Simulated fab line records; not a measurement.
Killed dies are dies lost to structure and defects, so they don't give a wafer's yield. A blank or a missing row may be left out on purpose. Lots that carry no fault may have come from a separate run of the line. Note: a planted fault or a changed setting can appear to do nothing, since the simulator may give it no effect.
Which tool is to blame? ; flow sky130 ; Sampling: 14 lots, 38 wafers, 4 of 708 route steps

## WHAT THE GAUGES READ, wafer by wafer
SKY_LI_CONTACT_THK_MEAS_01. Usual: LI_CONTACT_HDPCVD_THK 932 nm, standard deviation 9.2.
lot;measured;on;LI_CONTACT_HDPCVD_THK (nm);flag
L599;day 27 22:21;film_metro-03;934 928 933;
L600;day 28 01:58;film_metro-04;927 930 927;
L601;day 28 19:32;film_metro-04;933 933 928;
L602;day 28 22:10;film_metro-02;927 923 916;
L603;day 29 09:13;film_metro-04;918 922 926;
L604;day 29 12:34;film_metro-02;915 914 925;
L608;day 31 02:54;film_metro-04;918 929 918;
L610;day 31 15:28;film_metro-04;930 924 921;
L611;day 32 04:19;film_metro-02;928 931 921;
L614;day 33 02:29;film_metro-03;935 946;
L613;day 33 03:16;film_metro-03;938 928 934;
L616;day 33 18:53;film_metro-04;953 931;
L618;day 34 10:14;film_metro-04;936;
L622;day 35 20:01;film_metro-03;941 926 924;

SKY_CONTACT_THK_MEAS_01. Usual: CONTACT_CVD_00_THK 74.9 nm, standard deviation 0.85.
lot;measured;on;CONTACT_CVD_00_THK (nm);flag
L599;day 30 10:49;film_metro-01;75.6 75.8 75.9;
L600;day 30 13:46;film_metro-04;74.7 76.0 75.3;
L601;day 31 06:17;film_metro-02;73.9 74.7 74.6;
L602;day 31 10:20;film_metro-01;75.6 75.6 76.8;
L603;day 31 20:37;film_metro-02;74.4 76.7 76.1;
L604;day 31 23:35;film_metro-01;74.9 76.5 76.1;
L608;day 33 10:54;film_metro-04;74.1 74.3 75.3;
L610;day 34 00:08;film_metro-02;73.9 74.8 75.5;
L611;day 34 12:44;film_metro-01;75.4 75.1 76.0;
L614;day 35 09:18;film_metro-04;73.6 73.1;
L613;day 35 10:17;film_metro-04;75.0 75.3 76.2;
L616;day 36 02:14;film_metro-04;74.1 75.6;
L618;day 36 16:45;film_metro-01;75.2;
L622;day 38 02:22;film_metro-01;74.8 75.0 75.0;

SKY_CONTACT_BOW_MEAS_05. Usual: CONTACT_BOW 82 um, standard deviation 7.6.
lot;measured;on;CONTACT_BOW (um);flag
L599;day 30 11:19;film_metro-01;77 82 69;
L600;day 30 14:16;film_metro-01;85 86 89;
L601;day 31 06:48;film_metro-04;82 99 76;
L602;day 31 10:49;film_metro-02;80 77 71;
L603;day 31 21:07;film_metro-04;82 83 68;
L604;day 32 00:05;film_metro-04;87 76 76;
L608;day 33 11:23;film_metro-01;97 89 97;
L610;day 34 00:40;film_metro-02;80 79 69;
L611;day 34 13:14;film_metro-02;90 82 86;
L614;day 35 09:47;film_metro-04;83 80;
L613;day 35 10:47;film_metro-04;89 79 73;
L616;day 36 02:51;film_metro-01;97 90;
L618;day 36 17:18;film_metro-02;76;
L622;day 38 02:52;film_metro-01;90 89 78;

## WHAT TOOL EACH LOT RAN ON (gives the tool, then ch and the chambers of the sampled wafers, and finally the start)
lot;SKY_LI_CONTACT_CMP_24
L599;cmp-02 ch 0,1,3, day 29 04:41
L600;cmp-02 ch 1,2,3, day 29 08:15
L601;cmp-01 ch 1,2,3, day 30 01:02
L602;cmp-02 ch 2,3, day 30 04:23
L603;cmp-01 ch 0,1,3, day 30 15:19
L604;cmp-01 ch 0,2,3, day 30 18:22
L608;cmp-01 ch 1,2, day 32 07:37
L610;cmp-01 ch 0,1,3, day 32 20:20
L611;cmp-01 ch 0,2, day 33 08:38
L614;cmp-01 ch 1,2, day 34 05:54
L613;cmp-02 ch 0,1,3, day 34 06:40
L616;cmp-01 ch 0,2, day 34 22:55
L618;cmp-01 ch 3, day 35 13:37
L622;cmp-02 ch 1,3, day 36 23:02
- SKY_LI_CONTACT_CMP_24: polishes, stops on PSG, t overpolish 20 s, target thk 0 nm.

## AS READ BY THE TOOLS THEMSELVES (means over the sampled wafers that have a number; for cases with no such wafer, the mark the record gives instead)
SKY_LI_CONTACT_CMP_24. Usual: motor_current_A 10.8 A, standard deviation 1.1; overpolish_run_s 20.000 s, standard deviation 0.0089; slurry_flow_ml_min 150.0, standard deviation 0.47; time_to_endpoint_s 97 s, standard deviation 3.6.
lot;tool;motor_current_A (A);overpolish_run_s (s);slurry_flow_ml_min;time_to_endpoint_s (s);flag
L599;cmp-02;10.6;20.005;150.3;102;
L600;cmp-02;11.0;19.996;149.7;97;
L601;cmp-01;11.3;19.995;149.8;99;
L602;cmp-02;11.0;20.000;150.1;96;
L603;cmp-01;10.9;19.998;149.8;92;
L604;cmp-01;11.3;19.997;150.0;95;
L608;cmp-01;10.3;20.005;149.4;99;
L610;cmp-01;10.6;20.000;149.8;96;
L611;cmp-01;10.3;19.999;150.3;94;
L614;cmp-01;9.6;20.006;149.9;74;OFF
L613;cmp-02;11.1;19.992;149.7;97;
L616;cmp-01;10.5;20.005;150.3;54;OFF
L618;cmp-01;13.0;20.001;150.3;105;
L622;cmp-02;11.6;19.996;150.3;99;

## THE ANSWER, worked out from the rows above alone
Rule: a lot is off if the mean of its wafers that have a number lies more than 3 standard deviations from the usual mean. Also off: a lot with no number at a reading for which 4 or more lots have one. Where the step has rows for the other lots, those lots are counted as sound. After the gauges, taken in route order, come the tools' own readings; for these a lot's mean is taken, as printed above. The first step at which some lot is off is used, and at that step the reading that is off furthest; a lot without a number counts as furthest.
Off: L614, L616, at SKY_LI_CONTACT_CMP_24 (time_to_endpoint_s).
If a tool, at that step or one of the process steps before it, ran each lot that is off and ran no sound lot following the first of them, it fits. No candidate that was tried fits.

## WHAT WAS PUT IN BY THE SIMULATOR
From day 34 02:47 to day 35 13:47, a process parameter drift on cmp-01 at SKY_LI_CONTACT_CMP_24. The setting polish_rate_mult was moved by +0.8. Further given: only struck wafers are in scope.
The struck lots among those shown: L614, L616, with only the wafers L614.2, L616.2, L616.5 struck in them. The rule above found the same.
